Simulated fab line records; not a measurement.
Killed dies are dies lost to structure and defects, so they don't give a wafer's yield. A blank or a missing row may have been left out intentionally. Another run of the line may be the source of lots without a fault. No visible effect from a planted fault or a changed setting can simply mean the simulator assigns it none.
A struck lot beside a sound one / flow sky130 / 17 steps out of a route of 708
Sound: the wafers L419.2, L419.4, L419.5. Wafers struck: L431.2, L431.5, L431.6. At the end, the cause is stated.
Each step with rows lists, per side, the tool, then ch with its chambers, then its first start. Under that, the readings that differ: sound wafers / struck wafers / difference of the means / sigmas: that difference in standard deviations of wafers without a fault.
alike: readings whose means differ by less than 2 such deviations, and words and numbers that are the same on both sides. not compared: withheld readings, readings that some wafer has no value for, bounds like >300 that may hide the same value, and numbers for which the record gives no deviation and whose values overlap.
Wherever a step has rows on one side only, a row that says differs or no value, or a row with sigmas, the two part there. When numbers do not overlap yet have no deviation, they are printed without sigmas and do not part them. Lack of a reading on every wafer of one side parts them only where that side has two or more wafers.

SKY_LI_CONTACT_CMP_02: polishes PSG.
  sound on cmp-02 ch 0,1,3, day 28 02:49; struck on cmp-02 ch 0,1,3, day 32 05:26
  alike: motorCurrentA, platenRpm, slurryFlowMlMin, timeToEndpointS
SKY_LI_CONTACT_BOW_MEAS_03:
  sound: filmMetro-02 at day 28 03:02; struck: filmMetro-02 at day 32 05:37
  alike: LI_CONTACT_BOW
then, 8 steps without rows for these wafers: SKY_LI_CONTACT_DEHYDRATE_04 (time 60 s); SKY_LI_CONTACT_HMDS_05 (prime time 60 s); SKY_LI_CONTACT_COAT_06 (resist thk 60 nm); SKY_LI_CONTACT_COAT_07 (resist thk 450 nm); SKY_LI_CONTACT_SOFTBAKE_08 (time 90 s); SKY_LI_CONTACT_EXPOSE_09 (exposes mask LICM1, target cd 170 nm); SKY_LI_CONTACT_PEB_10; SKY_LI_CONTACT_DEVELOP_11 (develop time 60 s).
SKY_LI_CONTACT_CD_MEAS_12: the cd target is 170 nm.
  sound: cdSem-02 at day 29 08:22; struck: cdSem-02 at day 33 08:43
reading=cdNm (nm); sound=170.4 171.0 172.5; struck=167.8 170.0 168.7; difference=-2.5; sigmas=-2
SKY_LI_CONTACT_OVL_MEAS_13:
  sound: overlay-01 at day 29 08:29; struck: overlay-01 at day 33 08:50
  alike: LI_CONTACT_OVL
SKY_LI_CONTACT_ETCH_14: etches BARC in N2/H2, stops on SiO2, time 45.9 s, target depth 60 nm.
  sound on rieDiel-02 ch 0,1,3, day 29 08:31; struck on rieDiel-02 ch 0,2,3, day 33 08:52
  no value came back on the struck wafers for any of 5 readings (biasW (W), chamberPressureMTorr (mTorr) and others); on the sound wafers biasW (W) reads 100.3 100.1 100.1
reading=model.KrF-thick_of_LI_CONTACT_COAT_07.thkNm (nm); sound=392.8 392.1 394.3; struck=438.5 438.1 437.2; difference=+44.9; sigmas=
  not compared: rfHoursCounterH
SKY_LI_CONTACT_ETCH_15: etches PSG in C4F8/O2/Ar, stops on Si, target depth 600 nm.
  sound on rieDiel-02 ch 0,1,3, day 29 08:33; struck on rieDiel-02 ch 0,2,3, day 33 08:54
reading=oesProductAu (a.u.); sound=0.830 0.832 0.833; struck=0.376 0.382 0.373; difference=-0.455; sigmas=-95
reading=model.KrF-thick_of_LI_CONTACT_COAT_07.thkNm (nm); sound=231.6 228.6 235.6; struck=276.5 278.1 274.9; difference=+44.6; sigmas=
  alike: biasW, chamberPressureMTorr
SKY_LI_CONTACT_STRIP_16: strips in O2/N2.
  sound on plasmaAsher-02 ch 0,1, day 29 08:38; struck on plasmaAsher-03 ch 0,1, day 33 08:59
reading=oesProductAu (a.u.); sound=0.376 0.371 0.378; struck=0.397 0.402 0.392; difference=+0.022; sigmas=+4
reading=stripTimeToEndpointS (s); sound=3.50 3.47 3.54; struck=3.97 4.00 3.96; difference=+0.47; sigmas=+10
  alike: drypumpMotorCurrentA, o2FlowSccm
  not compared: rfHoursCounterH
then, 1 step without rows for these wafers: SKY_LI_CONTACT_CLEAN_17 (cleans in NMP, time 600 s).
-- record jumps: 16 days separate the struck wafers' starts on either side; left off in module LI_CONTACT, taken up again in module PAD_OPEN, whose first shown step is the route's number 708 --
SKY_PAD_OPEN_PROBE_99:
  rows exist in the record for the struck wafers here (prober-01, day 49 00:32), but not for the sound ones

WHERE THEY PART
Last at SKY_PAD_OPEN_PROBE_99 as far as this record goes, first at SKY_LI_CONTACT_CD_MEAS_12.

WHY: whatever the simulator had introduced
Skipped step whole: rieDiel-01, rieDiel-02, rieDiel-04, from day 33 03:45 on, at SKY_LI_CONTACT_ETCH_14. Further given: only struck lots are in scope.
